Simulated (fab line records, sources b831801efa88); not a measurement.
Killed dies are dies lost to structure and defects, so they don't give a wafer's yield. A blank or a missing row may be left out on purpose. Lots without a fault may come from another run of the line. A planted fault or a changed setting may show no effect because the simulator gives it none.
fab line records | flow sfq_line
record lots=6 wafers=18 last_day=93
route steps=325 shown I0@47 M1@58 I1@73 M2@88 M8@325
lots that met no fault: from a run of the same line without faults
start_h: hours from the record's first day to the start of the lot's first wafer shown | wait_h: hours since the lot's step before | " the same as in the row above | L1.1+2: a row that stands for several wafers | - no value, or no start given | * or withheld: withheld | < > ~ a bound
route shown NAME@n: a module of which the file shows steps, and the number in the route of the first | usual: mean/standard deviation of fault-free wafers | same: alike in all rows | chamber/n: place in a boat | sites: the reading at each site | _std_site: their standard deviation | _edge_site: outer sites' mean less inner sites' | radius_mm: how far each site lies from the wafer's centre | mask NAME#n: copy n | behind: the tool/chamber that last shaped the wafer | hold: why the lot was held/for how many hours/how that ended | device: the transistor (n, p or np) that didn't switch | end of line: the same wafers' tests at the end of the route | a step without rows: its recipe alone | killed: dies lost to structure and defects at the first sort, not the wafer's yield | map: a wafer's dies, x killed, . not, _ none there
set.NAME: the setting as run; set.NAME@STEP: as run at that earlier step | model.NAME: the simulator's own value behind a step, which no gauge read
lots at some steps of the route; a table a step, a row a wafer
services: from which hour (start_h, from the record's first day; less than 0 if before it) a tool's chamber was out of use, for how many hours, and why
## steps
# step SFQ_TRILAYER_I0_VIA_LITHO_COAT_036
# recipe resist=BARC spin_rpm=3000 resist_thk_nm=62
# step SFQ_TRILAYER_I0_VIA_LITHO_COAT_031
# recipe resist=KrF spin_rpm=3000 resist_thk_nm=650
# step SFQ_TRILAYER_I0_VIA_LITHO_SOFTBAKE_035
# recipe temp_c=withheld time_s=withheld resist=KrF
# step SFQ_TRILAYER_I0_VIA_LITHO_EXPOSE_032
# recipe mask_id=I0 na=0.6 source_shape=conventional sigma_outer=0.65 target_cd_nm=500 dose_mj=21.3
# step SFQ_TRILAYER_I0_VIA_LITHO_PEB_034
# recipe peb_temp_c=115 peb_time_s=60 resist=KrF
# step SFQ_TRILAYER_I0_VIA_LITHO_DEVELOP_033
# recipe time_s=60 resist=KrF
# step SFQ_I0_OVL_MEAS_908
# usual I0_OVL=3/5
# columns lot.wafer tool chamber start_h wait_h I0_OVL[nm]
L463.1 overlay-02 - 354.34 0.1 9
L463.4 " - " " 1
L463.5 " - " " 7
L465.1 overlay-01 - 364.07 0.1 7
L465.2 " - " " 2
L465.3 " - " " 5
L474.3 overlay-02 - 472.43 0.1 5
L474.5 " - " " 2
L474.6 " - " " 6
L475.2 overlay-01 - 492.83 0.1 -8
L475.5 " - " " -1
L475.6 " - " " -6
L481.1 overlay-01 - 584.69 0.1 6
L481.3 " - " " 5
L481.6 " - " " -1
L484.2 overlay-02 - 619.41 0.1 9
L484.5 " - " " 8
L484.6 " - " " 11
# step SFQ_TRILAYER_I0_VIA_BARC_OPEN_VIA_ETCH_046
# recipe mask_material=PR chemistry=O2 target_depth_nm=125 target=BARC source_w=500 bias_w=80 pressure_mtorr=30 time_s=41.7
# usual drypump_motor_current_A=5.9/0.51 oes_product_au=0.685/0.0046
# columns lot.wafer tool chamber start_h wait_h drypump_motor_current_A oes_product_au rf_hours_counter_h
L463.1 rie_diel-01 2 354.38 0.0 5.1 0.688 3
L463.4 " 1 " " 6.2 0.677 90
L463.5 " 3 " " 6.6 0.689 -
L465.1 rie_diel-01 0 364.10 0.0 5.8 0.679 6
L465.2 " 1 " " 6.2 0.689 90
L465.3 " 3 " " 6.6 0.686 12
L474.3 rie_diel-02 3 472.46 0.0 6.1 0.691 101
L474.5 " 3 " " 6.1 0.685 -
L474.6 " 0 " " 6.2 0.692 -
L475.2 rie_diel-02 3 492.86 0.0 6.2 0.677 0
L475.5 " 1 " " 5.8 0.683 -
L475.6 " 3 " " 6.2 0.676 -
L481.1 rie_diel-03 3 584.72 0.0 4.9 0.680 6
L481.3 " 0 " " 5.7 0.685 67
L481.6 " 2 " " 6.3 0.681 -
L484.2 rie_diel-01 3 619.44 0.0 6.6 0.688 16
L484.5 " 2 " " 5.1 0.683 -
L484.6 " 1 " " 6.2 0.681 -
# step SFQ_TRILAYER_I0_VIA_ETCH_VIA_ETCH_034
# recipe target=SiO2 stop_on=Nb mask_material=PR taper_deg=20 chemistry=CHF3 target_depth_nm=260 source_w=500 bias_w=80 pressure_mtorr=30 time_s=withheld
# step SFQ_TRILAYER_I0_VIA_STRIP_STRIP_035
# recipe gas=O2 power_w=200 platen_temp_c=40 overash_fraction=0.65 chemistry=O2 pressure_mtorr=50
# usual drypump_motor_current_A=6.2/0.44 oes_product_au=1.000/0.0076
# columns lot.wafer tool chamber start_h wait_h drypump_motor_current_A oes_product_au rf_hours_counter_h
L463.1 rie_metal-02 0 354.53 - 6.4 0.990 145
L463.4 " 0 " " 6.4 0.998 -
L463.5 " 1 " " 6.8 1.006 -
L465.1 rie_metal-02 0 364.26 - 6.4 1.012 146
L465.2 " 1 " " 6.8 1.010 35
L465.3 " 0 " " 6.4 0.996 -
L474.3 rie_metal-01 0 472.81 - 5.7 0.984 -
L474.5 " 0 " " 5.7 0.995 -
L474.6 " 1 " " 5.9 0.995 -
L475.2 rie_metal-03 0 493.01 - 5.5 0.996 105
L475.5 " 1 " " 6.3 1.010 -
L475.6 " 0 " " 5.4 1.002 -
L481.1 rie_metal-02 1 584.88 - 6.8 1.001 61
L481.3 " 1 " " 6.8 1.000 -
L481.6 " 1 " " 6.8 0.992 -
L484.2 rie_metal-02 1 619.60 - 6.8 1.002 66
L484.5 " 0 " " 6.4 0.999 -
L484.6 " 1 " " 6.8 1.020 -
# step SFQ_TRILAYER_I0_VIA_STRIP_SOLV_CLEAN_036
# recipe chemistry=NMP temp_c=70 time_s=600
# step SFQ_TRILAYER_M1_DEP_PRE_CLEAN_038
# recipe gas=Ar time_s=22.5 bias_v=250
# step SFQ_TRILAYER_M1_DEP_SPUTTER_037
# recipe material=Nb base_pressure_pa=1.33e-06 chamber_pressure_pa=0.1333 substrate_temp_c=20 resputter_cathode_voltage_v=400 target_thk_nm=200 power_w=2000 time_s=133.3
# usual throttle_valve_pct=29.7/0.91
# columns lot.wafer tool chamber start_h wait_h throttle_valve_pct model.Nb_of_TRILAYER_M1_DEP_SPUTTER_037.thk_nm
L463.1 pvd_sputter-04 - 355.33 0.0 30.6 201.5
L463.4 " - " " 28.6 202.7
L463.5 " - " " 29.3 201.8
L465.1 pvd_sputter-03 - 365.06 0.0 30.4 202.7
L465.2 " - " " 29.4 202
L465.3 " - " " 28.3 201.7
L474.3 pvd_sputter-03 - 473.42 0.0 30.0 200.4
L474.5 " - " " 29.6 197.8
L474.6 " - " " 28.4 129.8
L475.2 pvd_sputter-03 - 493.82 0.0 28.0 197.8
L475.5 " - " " 30.2 199.2
L475.6 " - " " 29.8 129.9
L481.1 pvd_sputter-04 - 585.68 0.0 28.7 201.5
L481.3 " - " " 30.3 201.1
L481.6 " - " " 31.4 200.5
L484.2 pvd_sputter-03 - 620.40 0.0 29.5 197.1
L484.5 " - " " 30.0 199.2
L484.6 " - " " 30.3 199.4
# step SFQ_M1_RS_MEAS_909
# recipe thk_meas_gauge=four-point-probe reads=Nb_of_TRILAYER_M1_DEP_SPUTTER_037
# usual M1_NB_RS=0.887/0.0081
# columns lot.wafer tool chamber start_h wait_h M1_NB_RS[ohm/sq]
L463.1 film_metro-03 - 355.43 0.0 0.883
L463.4 " - " " 0.878
L463.5 " - " " 0.882
L465.1 film_metro-04 - 365.15 0.0 0.880
L465.2 " - " " 0.882
L465.3 " - " " 0.884
L474.3 film_metro-01 - 473.55 0.1 0.886
L474.5 " - " " 0.899
L474.6 " - " " 1.377
L475.2 film_metro-01 - 493.93 0.1 0.902
L475.5 " - " " 0.894
L475.6 " - " " 1.378
L481.1 film_metro-04 - 585.77 0.0 0.886
L481.3 " - " " 0.886
L481.6 " - " " 0.889
L484.2 film_metro-03 - 620.51 0.1 0.900
L484.5 " - " " 0.893
L484.6 " - " " 0.892
# step SFQ_TRILAYER_M1_LITHO_COAT_044
# recipe resist=BARC spin_rpm=3000 resist_thk_nm=62
# step SFQ_TRILAYER_M1_LITHO_COAT_039
# recipe resist=KrF spin_rpm=3000 resist_thk_nm=600
# step SFQ_TRILAYER_M1_LITHO_SOFTBAKE_043
# recipe temp_c=withheld time_s=withheld resist=KrF
# step SFQ_TRILAYER_M1_LITHO_EXPOSE_040
# recipe mask_id=M1 na=0.6 source_shape=conventional sigma_outer=0.65 target_cd_nm=500 dose_mj=14.4
# step SFQ_TRILAYER_M1_LITHO_PEB_042
# recipe peb_temp_c=115 peb_time_s=60 resist=KrF
# step SFQ_TRILAYER_M1_LITHO_DEVELOP_041
# recipe time_s=60 resist=KrF
# step SFQ_M1_OVL_MEAS_911
# usual M1_OVL=1/4.9
# columns lot.wafer tool chamber start_h wait_h M1_OVL[nm]
L463.1 overlay-02 - 505.39 0.1 5
L463.4 " - " " 10
L463.5 " - " " 8
L465.1 overlay-01 - 519.22 0.1 0
L465.2 " - " " 1
L465.3 " - " " 7
L474.3 overlay-01 - 622.69 0.1 7
L474.5 " - " " 8
L474.6 " - " " 4
L475.2 overlay-01 - 623.88 0.1 2
L475.5 " - " " 8
L475.6 " - " " 1
L481.1 overlay-02 - 631.07 0.1 -3
L481.3 " - " " -1
L481.6 " - " " -2
L484.2 overlay-02 - 635.88 0.1 -4
L484.5 " - " " -2
L484.6 " - " " -5
# step SFQ_TRILAYER_M1_BARC_OPEN_METAL_ETCH_054
# recipe mask_material=PR chemistry=O2 target_depth_nm=125 target=BARC icp_w=600 bias_w=80 pressure_mtorr=10 time_s=41.7
# step SFQ_TRILAYER_M1_ETCH_METAL_ETCH_042
# recipe target=Nb stop_on=SiO2 mask_material=PR chemistry=Cl2/Ar target_depth_nm=240 icp_w=600 bias_w=80 pressure_mtorr=10 time_s=120
# usual drypump_motor_current_A=5.9/0.35 oes_product_au=0.896/0.0068
# columns lot.wafer tool chamber start_h wait_h drypump_motor_current_A oes_product_au rf_hours_counter_h
L463.1 rie_metal-04 0 505.55 0.1 5.7 0.905 6
L463.4 " 0 " " 5.7 0.896 -
L463.5 " 0 " " 5.7 0.906 -
L465.1 rie_metal-01 1 519.31 0.0 5.9 0.906 141
L465.2 " 0 " " 5.7 0.895 52
L465.3 " 0 " " 5.7 0.898 -
L474.3 rie_metal-03 1 622.81 0.1 6.3 0.900 -
L474.5 " 0 " " 5.4 0.884 -
L474.6 " 1 " " 6.3 0.713 -
L475.2 rie_metal-04 1 623.97 0.0 6.3 0.889 134
L475.5 " 1 " " 6.2 0.888 -
L475.6 " 0 " " 5.7 0.715 -
L481.1 rie_metal-04 1 631.17 0.0 6.3 0.897 136
L481.3 " 1 " " 6.3 0.897 -
L481.6 " 1 " " 6.3 0.900 -
L484.2 rie_metal-04 0 635.97 0.0 5.7 0.880 24
L484.5 " 1 " " 6.3 0.891 -
L484.6 " 0 " " 5.7 0.892 -
# step SFQ_TRILAYER_M1_STRIP_STRIP_043
# recipe gas=O2 power_w=200 platen_temp_c=40 overash_fraction=0.65 chemistry=O2 pressure_mtorr=50
# usual drypump_motor_current_A=5.9/0.35 oes_product_au=1.002/0.0084
# columns lot.wafer tool chamber start_h wait_h drypump_motor_current_A oes_product_au rf_hours_counter_h
L463.1 rie_metal-04 0 505.80 0.2 5.7 1.008 6
L463.4 " 0 " " 5.7 1.011 -
L463.5 " 0 " " 5.7 1.009 -
L465.1 rie_metal-01 1 519.44 0.1 5.9 0.991 141
L465.2 " 0 " " 5.7 0.996 52
L465.3 " 0 " " 5.7 1.002 -
L474.3 rie_metal-03 1 623.09 0.2 6.3 1.008 -
L474.5 " 0 " " 5.5 0.988 -
L474.6 " 1 " " 6.3 0.990 -
L475.2 rie_metal-04 1 624.09 0.1 6.2 1.010 134
L475.5 " 1 " " 6.2 1.001 -
L475.6 " 0 " " 5.7 1.011 -
L481.1 rie_metal-04 1 631.29 0.1 6.2 1.013 136
L481.3 " 1 " " 6.2 1.016 -
L481.6 " 1 " " 6.3 1.012 -
L484.2 rie_metal-04 0 636.09 0.1 5.6 1.008 24
L484.5 " 1 " " 6.2 1.010 -
L484.6 " 0 " " 5.7 1.019 -
# step SFQ_TRILAYER_M1_STRIP_SOLV_CLEAN_044
# recipe chemistry=NMP temp_c=70 time_s=600
# step SFQ_TRILAYER_I1_DEP_PECVD_045
# recipe material=SiO2 temp_c=150 time_s=111.11 pressure_torr=2.4 rf_w=183.3 precursor=SiH4/N2O target_thk_nm=500
# usual chamber_pressure_Torr=2.399/0.0051 heater_power_w=84/10 throttle_valve_pct=24.2/1.2
# columns lot.wafer tool chamber start_h wait_h chamber_pressure_Torr heater_power_w throttle_valve_pct
L463.1 pecvd-03 2 507.17 0.0 2.396 82 23.3
L463.4 " 0 " " 2.400 84 25.6
L463.5 " 1 " " 2.396 76 24.1
L465.1 pecvd-04 1 520.21 0.0 2.398 77 25.0
L465.2 " 0 " " 2.394 85 25.1
L465.3 " 2 " " 2.398 79 26.3
L474.3 pecvd-01 2 623.67 0.0 2.398 88 23.4
L474.5 " 2 " " 2.393 89 23.5
L474.6 " 0 " " 2.402 92 26.2
L475.2 pecvd-04 0 624.87 0.0 2.407 87 23.2
L475.5 " 0 " " 2.400 90 23.0
L475.6 " 2 " " 2.396 73 24.1
L481.1 pecvd-04 1 632.09 0.0 2.398 79 22.6
L481.3 " 2 " " 2.402 73 24.1
L481.6 " 2 " " 2.403 75 24.4
L484.2 pecvd-03 0 636.89 0.0 2.392 101 25.8
L484.5 " 2 " " 2.405 78 23.6
L484.6 " 1 " " 2.408 77 24.2
# step SFQ_TRILAYER_I1_CMP_CMP_046
# recipe material=SiO2 down_force_psi=3 platen_rpm=60 pad_velocity_m_s=0.94248
# step SFQ_I1_BOW_MEAS_912
# recipe mode=bow
# usual I1_BOW=2/7.5
# columns lot.wafer tool chamber start_h wait_h I1_BOW[um]
L463.1 film_metro-04 - 511.49 1.5 -5
L463.4 " - " " 8
L463.5 " - " " 9
L465.1 film_metro-02 - 524.58 2.0 7
L465.2 " - " " 9
L465.3 " - " " 14
L474.3 film_metro-04 - 629.19 1.5 3
L474.5 " - " " 3
L474.6 " - " " -9
L475.2 film_metro-01 - 630.37 1.0 10
L475.5 " - " " 7
L475.6 " - " " -10
L481.1 film_metro-02 - 641.15 1.0 0
L481.3 " - " " 8
L481.6 " - " " 21
L484.2 film_metro-04 - 648.37 2.0 -1
L484.5 " - " " 14
L484.6 " - " " 3
# step SFQ_TRILAYER_I1_METRO_MEASURE_047
# usual thk_nm=200.4/0.89
# columns lot.wafer tool chamber start_h wait_h thk_nm
L463.1 film_metro-04 - 511.61 0.1 198.6
L463.4 " - " " 201.1
L463.5 " - " " 201.3
L465.1 film_metro-02 - 524.70 0.1 198.8
L465.2 " - " " 199.5
L465.3 " - " " 199.3
L474.3 film_metro-04 - 629.67 0.5 200.8
L474.5 " - " " 201.5
L474.6 " - " " 200.5
L475.2 film_metro-01 - 630.67 0.3 200.4
L475.5 " - " " 199.9
L475.6 " - " " 199.8
L481.1 film_metro-02 - 641.27 0.1 202.2
L481.3 " - " " 200.2
L481.6 " - " " 200.1
L484.2 film_metro-04 - 648.67 0.3 200.4
L484.5 " - " " 200.4
L484.6 " - " " 199.5
# step SFQ_TRILAYER_I1_VIA_LITHO_COAT_054
# recipe resist=BARC spin_rpm=3000 resist_thk_nm=62
# step SFQ_TRILAYER_I1_VIA_LITHO_COAT_049
# recipe resist=KrF spin_rpm=3000 resist_thk_nm=650
# step SFQ_TRILAYER_I1_VIA_LITHO_SOFTBAKE_053
# recipe temp_c=withheld time_s=withheld resist=KrF
# step SFQ_TRILAYER_I1_VIA_LITHO_EXPOSE_050
# recipe mask_id=I1 na=0.6 source_shape=conventional sigma_outer=0.65 target_cd_nm=500 dose_mj=21.3
# step SFQ_TRILAYER_I1_VIA_LITHO_PEB_052
# recipe peb_temp_c=115 peb_time_s=60 resist=KrF
# step SFQ_TRILAYER_I1_VIA_LITHO_DEVELOP_051
# recipe time_s=60 resist=KrF
# step SFQ_I1_OVL_MEAS_913
# usual I1_OVL=1/5.5
# columns lot.wafer tool chamber start_h wait_h I1_OVL[nm]
L463.1 overlay-01 - 666.92 0.1 9
L463.4 " - " " 2
L463.5 " - " " 1
L465.1 overlay-01 - 681.46 0.1 3
L465.2 " - " " 6
L465.3 " - " " 2
L474.3 overlay-02 - 761.44 0.1 -6
L474.5 " - " " -9
L474.6 " - " " -5
L475.2 overlay-02 - 762.63 0.1 2
L475.5 " - " " -1
L475.6 " - " " 1
L481.1 overlay-01 - 775.14 0.1 2
L481.3 " - " " 1
L481.6 " - " " 0
L484.2 overlay-02 - 781.14 0.1 5
L484.5 " - " " 0
L484.6 " - " " -5
# step SFQ_TRILAYER_I1_VIA_BARC_OPEN_VIA_ETCH_071
# recipe mask_material=PR chemistry=O2 target_depth_nm=125 target=BARC source_w=500 bias_w=80 pressure_mtorr=30 time_s=41.7
# step SFQ_TRILAYER_I1_VIA_ETCH_VIA_ETCH_052
# recipe target=SiO2 stop_on=Nb mask_material=PR taper_deg=20 chemistry=CHF3 target_depth_nm=260 source_w=500 bias_w=80 pressure_mtorr=30 time_s=withheld
# step SFQ_TRILAYER_I1_VIA_STRIP_STRIP_053
# recipe gas=O2 power_w=200 platen_temp_c=40 overash_fraction=0.65 chemistry=O2 pressure_mtorr=50
# step SFQ_TRILAYER_I1_VIA_STRIP_SOLV_CLEAN_054
# recipe chemistry=NMP temp_c=70 time_s=600
# step SFQ_TRILAYER_M2_DEP_PRE_CLEAN_056
# recipe gas=Ar time_s=22.5 bias_v=250
# step SFQ_M8_BOW_MEAS_951
# recipe mode=bow
# usual M8_BOW=8/12
# columns lot.wafer tool chamber start_h wait_h M8_BOW[um] model.etest.m1.ohm_um model.etest.i0.link_ohm model.etest.m1.ohm_sq model.etest.i1.link_ohm
L463.1 film_metro-02 - 2091.83 0.0 8 1.776 1.96 0.8838 1.95
L463.4 " - " " 22 1.768 1.967 0.8788 1.939
L463.5 " - " " 23 1.767 1.964 0.8825 1.945
L465.1 film_metro-04 - 2120.87 0.0 15 1.755 1.939 0.8785 1.964
L465.2 " - " " 18 1.754 1.947 0.8815 1.973
L465.3 " - " " 24 1.756 1.962 0.8827 1.967
L474.3 film_metro-03 - 2154.65 0.0 -3 1.79 1.971 0.8887 1.963
L474.5 " - " " -3 1.8 2.003 0.9003 1.983
L474.6 " - " " -17 2.759 2.563 1.372 2.443
L475.2 film_metro-02 - 2159.49 0.0 13 1.79 1.979 0.9001 1.995
L475.5 " - " " 9 1.787 1.974 0.894 1.979
L475.6 " - " " -8 2.745 2.547 1.371 2.464
L481.1 film_metro-02 - 2211.79 0.0 9 1.778 1.962 0.884 1.965
L481.3 " - " " 16 1.77 1.965 0.8854 1.945
L481.6 " - " " 28 1.778 1.966 0.8883 1.95
L484.2 film_metro-02 - 2223.81 0.0 16 1.808 1.987 0.9034 1.987
L484.5 " - " " 31 1.786 1.969 0.8942 1.972
L484.6 " - " " 21 1.79 1.972 0.893 1.976
## services
# columns tool chamber start_h hours kind
rie_diel-01 1 343.07 6.9 repair
film_metro-04 - 345.56 1.7 pm
pecvd-04 2 367.33 4.4 repair
film_metro-04 - 368.70 0.7 pm
rie_metal-04 - 388.99 1.4 pm
pvd_sputter-03 - 404.02 2.8 repair
rie_diel-01 1 429.14 2.3 repair
pvd_sputter-03 - 461.32 3.2 repair
film_metro-04 - 473.76 1.3 pm
rie_diel-01 1 495.14 6.4 repair
pecvd-04 - 501.10 12.0 repair
rie_metal-01 - 501.83 1.4 pm
rie_metal-04 1 504.60 2.9 repair
rie_metal-03 - 525.62 2.8 pm
rie_diel-01 - 530.24 2.0 repair
pvd_sputter-03 - 538.91 1.9 repair
film_metro-04 - 553.85 0.4 pm
pvd_sputter-03 - 558.97 1.9 repair
pecvd-04 - 563.75 14.0 pm
film_metro-04 - 563.79 1.5 pm
rie_diel-01 2 571.62 5.3 repair
film_metro-04 - 599.46 5.8 pm
film_metro-04 - 613.70 0.4 pm
rie_metal-03 0 640.01 8.3 repair
## key
first_sign step=SFQ_M1_RS_MEAS_909 reading=M1_NB_RS direction=up sigmas=61 usual=0.887 struck=1.378
effect step=SFQ_TRILAYER_M1_ETCH_METAL_ETCH_042 reading=oes_product_au direction=down sigmas=27 usual=0.896 struck=0.714
model_effect step=SFQ_TRILAYER_M1_DEP_SPUTTER_037 value=Nb_of_TRILAYER_M1_DEP_SPUTTER_037.thk_nm without=197.9 struck=129.9
model_effect step=SFQ_M8_BOW_MEAS_951 value=etest.m1.ohm_um without=1.806 struck=2.752
met_at SFQ_TRILAYER_M1_DEP_SPUTTER_037
struck_wafers L474.6,L475.6
onset_between 365.06 473.42
fault kind=process_parameter_drift tool=pvd_sputter-03 chamber=- onset_h=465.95 steps=SFQ_TRILAYER_M1_DEP_SPUTTER_037 channel=target_thk_nm offset=-68.016 shape=step end_h=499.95 scope=struck_wafers_only acts_in=these_recipes_only stated=200
